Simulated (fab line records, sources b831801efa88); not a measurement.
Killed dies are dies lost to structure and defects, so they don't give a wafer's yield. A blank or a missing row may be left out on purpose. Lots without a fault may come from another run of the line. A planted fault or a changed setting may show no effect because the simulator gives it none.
Chamber matching | flow gf180mcu | GF_STI_CMP_25 on cmp-01: 4 sister chambers
The step polishes, stops on Si3N4, t overpolish 33 s, target thk 524.6 nm. 4 wafers are shown with their chamber, then 6 later ones without.

WAFERS WITH THEIR CHAMBER
wafer  | chamber | motor_current_A (A)
L238.1 | 1       | 12.6
L238.3 | 2       | 15.0
L238.4 | 0       | 16.2
L242.1 | 3       | 12.8

WAFERS WITHOUT THEIR CHAMBER
wafer  | motor_current_A (A)
L244.1 | 13.3
L244.2 | 12.3
L244.4 | 15.3
L248.1 | 15.1
L248.4 | 13.0
L248.5 | 14.9

WHICH CHAMBER EACH WENT THROUGH
wafer  | from the rows above     | in truth
L244.1 | can't be placed: 3 or 1 | 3
L244.2 | can't be placed: 1 or 3 | 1
L244.4 | 2                       | 2
L248.1 | 2                       | 2
L248.4 | can't be placed: 3 or 1 | 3
L248.5 | 2                       | 2
Placed correctly: 3 of 6. Can't be placed from these rows: 3 (the true chamber is among the candidates in 3). Placed wrongly: 0.
How it was worked out, from the rows above alone: a wafer's distance from a chamber is the root of the sum, over the readings, of the square of ((its reading less the chamber's mean) divided by the reading's scatter). The wafer belongs to the nearest chamber; if the next one is less than 2 further off, it can't be placed. A chamber's mean is the mean of its shown wafers. The scatter: with one shown wafer a chamber, the root of the mean of the squares of how far each hidden wafer lies from its nearest shown one.
